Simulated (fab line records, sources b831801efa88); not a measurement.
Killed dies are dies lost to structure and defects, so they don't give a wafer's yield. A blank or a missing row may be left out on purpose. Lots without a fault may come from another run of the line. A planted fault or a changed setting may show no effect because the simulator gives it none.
fab line records | flow sky130
record lots=6 wafers=18 last_day=49
route steps=708 shown LDD_LDN@291 SPACER@304 PAD_OPEN@708
lots that met no fault: from a run of the same line without faults
start_h: hours from the record's first day to the start of the lot's first wafer shown | wait_h: hours since the lot's step before | " the same as in the row above | L1.1+2: a row that stands for several wafers | - no value, or no start given | * or withheld: withheld | < > ~ a bound
route shown NAME@n: a module of which the file shows steps, and the number in the route of the first | usual: mean/standard deviation of fault-free wafers | same: alike in all rows | chamber/n: place in a boat | sites: the reading at each site | _std_site: their standard deviation | _edge_site: outer sites' mean less inner sites' | radius_mm: how far each site lies from the wafer's centre | mask NAME#n: copy n | behind: the tool/chamber that last shaped the wafer | hold: why the lot was held/for how many hours/how that ended | device: the transistor (n, p or np) that didn't switch | end of line: the same wafers' tests at the end of the route | a step without rows: its recipe alone | killed: dies lost to structure and defects at the first sort, not the wafer's yield | map: a wafer's dies, x killed, . not, _ none there
set.NAME: the setting as run; set.NAME@STEP: as run at that earlier step | model.NAME: the simulator's own value behind a step, which no gauge read
lots at some steps of the route; a table a step, a row a wafer
services: from which hour (start_h, from the record's first day; less than 0 if before it) a tool's chamber was out of use, for how many hours, and why
## steps
# step SKY_LDD_LDN_COAT_02
# recipe resist=NOVOLAK spin_rpm=3000 resist_thk_nm=1140
# step SKY_LDD_LDN_SOFTBAKE_03
# recipe temp_c=90 time_s=60 resist=NOVOLAK
# step SKY_LDD_LDN_EXPOSE_04
# recipe mask_id=LDNTM na=0.6 source_shape=conventional sigma_outer=0.6 polarization=unpolarized target_cd_nm=700 dose_mj=140
# step SKY_LDD_LDN_PEB_05
# recipe temp_c=withheld time_s=* resist=NOVOLAK
# step SKY_LDD_LDN_DEVELOP_06
# recipe resist=NOVOLAK developer=TMAH develop_time_s=57.14 dev_temp_c=23
# step SKY_LDD_LDN_OVL_MEAS_07
# usual LDD_LDN_OVL=-0.5/1.6
# columns lot.wafer tool chamber start_h wait_h LDD_LDN_OVL[nm]
L724.3 overlay-02 - 537.85 0.1 -1.6
L724.4 " - " " -2.7
L724.6 " - " " -1.3
L728.1 overlay-02 - 574.57 0.1 0.7
L728.3 " - " " -0.7
L728.5 " - " " 1.9
L730.2 overlay-02 - 591.88 0.1 -1.1
L730.4 " - " " -1.3
L730.6 " - " " -0.6
L731.1 overlay-02 - 616.74 0.1 -1.8
L731.5 " - " " 0.8
L731.6 " - " " 0.4
L736.1 overlay-01 - 668.97 0.1 0.2
L736.2 " - " " -0.8
L736.4 " - " " -0.2
L741.1 overlay-02 - 687.42 0.1 0.6
L741.2 " - " " 0.7
L741.6 " - " " 0.4
# step SKY_LDD_LDN_IMPLANT_08
# recipe species=As energy_kev=15 dose_cm2=1.25e+13 tilt_deg=withheld rotation_deg=23
# step SKY_LDD_LDN_IMPLANT_09
# recipe species=As energy_kev=15 dose_cm2=1.25e+13 tilt_deg=withheld rotation_deg=113
# step SKY_LDD_LDN_IMPLANT_10
# recipe species=As energy_kev=15 dose_cm2=1.25e+13 tilt_deg=withheld rotation_deg=203
# step SKY_LDD_LDN_IMPLANT_11
# recipe species=As energy_kev=15 dose_cm2=1.25e+13 tilt_deg=withheld rotation_deg=293
# step SKY_LDD_LDN_STRIP_12
# recipe chemistry=O2/N2 power_w=1400 pressure_mtorr=1500 platen_temp_c=withheld o2_flow_sccm=3000 n2_flow_sccm=300 overash_fraction=0.5
# usual drypump_motor_current_A=5.7/0.37 oes_product_au=0.715/0.0047 strip_time_to_endpoint_s=14.17/0.038
# columns lot.wafer tool chamber start_h wait_h drypump_motor_current_A oes_product_au rf_hours_counter_h strip_time_to_endpoint_s
L724.3 plasma_asher-01 1 538.51 0.1 5.1 0.712 - 14.28
L724.4 " 0 " " 5.9 0.717 - 14.22
L724.6 " 1 " " 5.1 0.706 - 14.24
L728.1 plasma_asher-01 1 575.21 0.1 5.1 0.717 79 14.14
L728.3 " 1 " " 5.1 0.719 - 14.14
L728.5 " 0 " " 5.9 0.718 - 14.14
L730.2 plasma_asher-01 0 592.51 0.1 5.9 0.721 80 14.24
L730.4 " 1 " " 5.1 0.719 - 14.25
L730.6 " 0 " " 5.9 0.715 - 14.23
L731.1 plasma_asher-02 1 617.37 0.1 5.9 0.711 50 14.16
L731.5 " 0 " " 5.3 0.720 - 14.19
L731.6 " 1 " " 5.9 0.712 - 14.15
L736.1 plasma_asher-03 1 669.61 0.1 5.7 0.716 99 14.20
L736.2 " 0 " " 6.2 0.713 99 14.18
L736.4 " 0 " " 6.2 0.712 - 14.19
L741.1 plasma_asher-03 0 688.06 0.1 6.2 0.713 101 14.18
L741.2 " 1 " " 5.7 0.711 101 14.18
L741.6 " 1 " " 5.7 0.715 - 14.19
# step SKY_LDD_LDN_TW_MEAS_13
# usual LDD_LDN_TW=1477/29
# columns lot.wafer tool chamber start_h wait_h LDD_LDN_TW
L724.3 film_metro-03 - 538.59 0.1 1503
L724.4 " - " " 1505
L724.6 " - " " 1494
L728.1 film_metro-01 - 575.31 0.1 1433
L728.3 " - " " 1439
L728.5 " - " " 1430
L730.2 film_metro-01 - 592.62 0.1 1428
L730.4 " - " " 1429
L730.6 " - " " 1427
L731.1 film_metro-01 - 617.47 0.1 1439
L731.5 " - " " 1438
L731.6 " - " " 1434
L736.1 film_metro-02 - 669.71 0.1 1479
L736.2 " - " " 1467
L736.4 " - " " 1471
L741.1 film_metro-03 - 688.16 0.1 1498
L741.2 " - " " 1505
L741.6 " - " " 1494
# step SKY_LDD_LDN_CLEAN_14
# recipe chemistry=SC1/SC2 mix=1:4:20 temp_c=70 time_s=150 dry=n2_spin
# usual bath_guard_temp_C=70.0/0.51 bath_heat_duty_pct=13.0/1.7
# columns lot.wafer tool chamber start_h wait_h bath_guard_temp_C bath_heat_duty_pct
L724.3 wet_bench-03 1 538.63 0.0 69.7 14.7
L724.4 " 1 " " 69.9 13.1
L724.6 " 1 " " 69.7 13.5
L728.1 wet_bench-01 0 575.37 0.1 70.5 12.6
L728.3 " 0 " " 70.5 12.0
L728.5 " 0 " " 70.4 12.3
L730.2 wet_bench-02 1 592.67 0.0 - -
L730.4 " 1 " " - -
L730.6 " 1 " " - -
L731.1 wet_bench-01 2 617.53 0.1 - -
L731.5 " 2 " " - -
L731.6 " 2 " " - -
L736.1 wet_bench-03 3 669.77 0.1 69.2 13.3
L736.2 " 3 " " 69.4 13.0
L736.4 " 3 " " 69.5 11.2
L741.1 wet_bench-03 0 688.22 0.1 69.4 16.9
L741.2 " 0 " " 69.8 16.3
L741.6 " 0 " " 69.3 14.7
# step SKY_SPACER_CVD_00
# recipe material=Si3N4 precursor=DCS/NH3 target_thk_nm=43.1 temp_c=770 time_s=740 pressure_mtorr=250
# step SKY_PAD_OPEN_PROBE_99
# usual killed_at_M0_to_M3=44/7.6 killed_at_M4_up=3.2/1.7 killed_at_contacts=24/5.7 killed_at_front_end=16/3.9 killed_at_other=0.2/0.45 killed_dies=87/9.5 killed_open=47/6.9 killed_short=40/5.8
# same gross_dies=492 killed_at_back_side=0
# columns lot.wafer tool chamber start_h wait_h killed_at_M0_to_M3 killed_at_M4_up killed_at_contacts killed_at_front_end killed_at_other killed_dies killed_open killed_short model.etest.diode_nwell_sub.leak_log10_a_cm2 model.etest.diode_dnwell_sub.leak_log10_a_cm2 model.etest.diode_pwell_dnwell.leak_log10_a_cm2 model.etest.nfet_16v.off_log10_a_um model.etest.pfet_16v.off_log10_a_um
L724.3 prober-01 - 1082.26 0.2 50 1 21 16 0 88 48 40 -7.133 -7.228 -7.707 -13.96 -13.73
L724.4 prober-01 - 1082.31 0.2 45 1 25 15 0 86 52 34 -7.381 -7.328 -7.575 -13.89 -13.84
L724.6 prober-01 - 1082.41 0.2 43 5 23 14 0 85 45 40 -7.34 -7.362 -7.894 -13.91 -13.94
L728.1 prober-01 - 1107.02 0.1 43 2 34 15 1 95 55 40 -7.251 -7.332 -7.684 -13.75 -13.92
L728.3 prober-01 - 1107.12 0.2 42 1 24 10 0 77 47 30 -7.21 -7.383 -7.829 -13.9 -13.92
L728.5 prober-01 - 1107.22 0.2 52 3 25 8 0 88 49 39 -7.075 -7.424 -7.455 -13.86 -13.8
L730.2 prober-01 - 1117.35 0.1 45 5 29 20 0 99 51 48 -6.541 -6.711 -7.089 -13.53 -13.62
L730.4 prober-01 - 1117.45 0.2 55 2 14 20 0 91 48 43 -6.619 -6.714 -7.336 -13.65 -13.78
L730.6 prober-01 - 1117.55 0.2 47 2 21 21 0 91 42 49 -6.677 -6.846 -7.089 -13.72 -13.82
L731.1 prober-02 - 1130.05 0.1 51 1 25 17 0 94 55 39 -6.71 -6.633 -7.142 -13.68 -13.75
L731.5 prober-02 - 1130.25 0.2 40 3 19 17 0 79 38 41 -6.681 -6.967 -7.091 -13.75 -13.71
L731.6 prober-02 - 1130.30 0.2 49 2 19 22 0 92 52 40 -6.722 -6.652 -6.951 -13.5 -13.66
L736.1 prober-01 - 1174.16 0.1 44 0 23 18 0 85 45 40 -7.165 -7.142 -7.608 -13.81 -13.85
L736.2 prober-01 - 1174.21 0.1 52 1 24 13 0 90 46 44 -7.46 -7.335 -7.513 -13.91 -13.8
L736.4 prober-01 - 1174.31 0.2 40 2 22 13 0 77 39 38 -7.214 -7.362 -7.396 -13.99 -13.82
L741.1 prober-02 - 1181.85 0.1 43 1 24 12 0 80 42 38 -7.268 -7.393 -7.811 -13.95 -13.89
L741.2 prober-02 - 1181.90 0.1 37 2 26 18 0 83 45 38 -7.16 -7.42 -7.753 -13.88 -13.97
L741.6 prober-02 - 1182.10 0.2 38 3 22 17 0 80 41 39 -7.346 -7.496 -7.453 -13.79 -13.93
# killed by level:class
L724.3 VIA1:geometric_particle:open=12 CONTACT:geometric_particle:open=8 VIA1:geometric_particle:short=7 VIA3:geometric_particle:open=7 VIA2:geometric_particle:open=7 CONTACT:geometric_particle:short=6 METAL1:geometric_particle:short=6 LI_CONTACT:geometric_particle:open=5
L724.4 VIA1:geometric_particle:open=13 CONTACT:geometric_particle:open=10 VIA2:geometric_particle:open=8 LI_CONTACT:geometric_particle:open=7 METAL2:geometric_particle:short=5 METAL1:geometric_particle:short=4 VIA1:geometric_particle:short=4 FIELD_ISO:geometric_particle:short=3
L724.6 CONTACT:geometric_particle:open=10 VIA1:geometric_particle:open=9 METAL1:geometric_particle:short=8 METAL2:geometric_particle:short=7 LI_CONTACT:geometric_particle:open=6 VIA2:geometric_particle:open=6 POLY_GATE:geometric_particle:open=4 POLY_GATE:geometric_particle:short=4
L728.1 CONTACT:geometric_particle:open=17 VIA2:geometric_particle:open=9 VIA1:geometric_particle:open=9 CONTACT:geometric_particle:short=7 VIA1:geometric_particle:short=7 LI_CONTACT:geometric_particle:open=5 FIELD_ISO:geometric_particle:open=4 LOCAL_INTERCONNECT:geometric_particle:short=4
L728.3 CONTACT:geometric_particle:open=13 VIA1:geometric_particle:open=9 VIA3:geometric_particle:open=9 LI_CONTACT:geometric_particle:open=6 METAL1:geometric_particle:short=6 FIELD_ISO:geometric_particle:short=4 VIA2:geometric_particle:open=4 METAL2:geometric_particle:short=4
L728.5 VIA1:geometric_particle:open=21 CONTACT:geometric_particle:open=11 CONTACT:geometric_particle:short=7 METAL1:geometric_particle:short=6 METAL2:geometric_particle:short=6 LI_CONTACT:geometric_particle:open=4 VIA1:geometric_particle:short=4 VIA3:geometric_particle:open=4
L730.2 CONTACT:geometric_particle:open=13 VIA3:geometric_particle:open=8 VIA3:geometric_particle:short=6 METAL1:geometric_particle:short=6 LI_CONTACT:geometric_particle:open=6 CONTACT:geometric_particle:short=6 POLY_GATE:geometric_particle:short=5 VIA1:geometric_particle:open=5
L730.4 VIA3:geometric_particle:open=11 METAL1:geometric_particle:short=9 VIA2:geometric_particle:open=8 VIA1:geometric_particle:open=8 METAL2:geometric_particle:short=6 CONTACT:geometric_particle:open=6 POLY_GATE:geometric_particle:short=5 METAL3:geometric_particle:short=5
L730.6 VIA1:geometric_particle:open=11 VIA1:geometric_particle:short=9 POLY_GATE:geometric_particle:short=8 CONTACT:geometric_particle:open=7 LI_CONTACT:geometric_particle:open=6 VIA2:geometric_particle:open=6 VIA3:geometric_particle:open=6 SPACER:geometric_particle:short=5
L731.1 VIA1:geometric_particle:open=14 VIA2:geometric_particle:open=11 CONTACT:geometric_particle:open=10 METAL1:geometric_particle:short=7 CONTACT:geometric_particle:short=6 VIA1:geometric_particle:short=5 SPACER:geometric_particle:short=4 LI_CONTACT:geometric_particle:open=4
L731.5 VIA1:geometric_particle:open=13 VIA3:geometric_particle:short=7 VIA1:geometric_particle:short=7 CONTACT:geometric_particle:open=6 FIELD_ISO:geometric_particle:short=5 LI_CONTACT:geometric_particle:open=5 CONTACT:geometric_particle:short=4 VIA2:geometric_particle:open=4
L731.6 VIA1:geometric_particle:open=16 LI_CONTACT:geometric_particle:open=9 POLY_GATE:geometric_particle:open=6 POLY_GATE:geometric_particle:short=5 VIA1:geometric_particle:short=5 METAL2:geometric_particle:short=5 FIELD_ISO:geometric_particle:short=4 FIELD_ISO:geometric_particle:open=4
L736.1 METAL1:geometric_particle:short=9 VIA1:geometric_particle:open=9 FIELD_ISO:geometric_particle:short=7 CONTACT:geometric_particle:open=7 VIA3:geometric_particle:open=7 VIA2:geometric_particle:open=6 LI_CONTACT:geometric_particle:open=6 CONTACT:geometric_particle:short=5
L736.2 VIA1:geometric_particle:open=12 METAL2:geometric_particle:short=10 VIA2:geometric_particle:open=8 LI_CONTACT:geometric_particle:open=6 CONTACT:geometric_particle:open=6 LI_CONTACT:geometric_particle:short=5 POLY_GATE:geometric_particle:open=5 LOCAL_INTERCONNECT:geometric_particle:short=5
L736.4 CONTACT:geometric_particle:open=11 VIA1:geometric_particle:open=7 METAL2:geometric_particle:short=7 METAL1:geometric_particle:short=6 VIA3:geometric_particle:open=6 LI_CONTACT:geometric_particle:open=5 FIELD_ISO:geometric_particle:short=4 LOCAL_INTERCONNECT:geometric_particle:short=4
L741.1 VIA1:geometric_particle:open=9 CONTACT:geometric_particle:open=8 METAL1:geometric_particle:short=8 METAL2:geometric_particle:short=6 VIA2:geometric_particle:open=6 LI_CONTACT:geometric_particle:open=5 LOCAL_INTERCONNECT:geometric_particle:short=5 POLY_GATE:geometric_particle:short=4
L741.2 CONTACT:geometric_particle:open=9 VIA1:geometric_particle:open=9 LI_CONTACT:geometric_particle:open=7 METAL1:geometric_particle:short=6 VIA3:geometric_particle:open=6 POLY_GATE:geometric_particle:short=5 POLY_GATE:geometric_particle:open=5 METAL2:geometric_particle:short=4
L741.6 METAL2:geometric_particle:short=9 CONTACT:geometric_particle:open=7 LI_CONTACT:geometric_particle:open=6 VIA3:geometric_particle:open=6 FIELD_ISO:geometric_particle:short=5 LI_CONTACT:geometric_particle:short=4 METAL1:geometric_particle:short=4 VIA1:geometric_particle:open=4
## services
# columns tool chamber start_h hours kind
plasma_asher-03 - 519.62 1.0 repair
plasma_asher-01 - 527.95 2.1 repair
plasma_asher-02 - 533.13 1.2 repair
plasma_asher-03 - 547.39 15.6 pm
plasma_asher-03 - 596.56 2.9 repair
plasma_asher-02 - 614.61 1.3 repair
plasma_asher-02 - 683.36 1.3 repair
## key
first_sign step=SKY_LDD_LDN_CLEAN_14 reading=tool_record direction=missing
effect none on later readings
model_effect step=SKY_PAD_OPEN_PROBE_99 value=etest.diode_nwell_sub.leak_log10_a_cm2 without=-7.285 struck=-6.658
met_at SKY_LDD_LDN_CLEAN_14
struck_wafers L730.2,L730.4,L730.6,L731.1,L731.5,L731.6
tester_left_out L730,L731
onset_between 575.37 592.67
fault kind=skipped_step_whole tool=wet_bench-01,wet_bench-02 chamber=- onset_h=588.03 steps=SKY_LDD_LDN_CLEAN_14 scope=struck_lots_only
# tester_left_out: of these lots the tester's yield and bins aren't shown, on N5 and GAA mostly nor the transistor test; their killed dies are dies lost to structure and defects alone, not to doping, threshold or leakage, so they don't give the yield
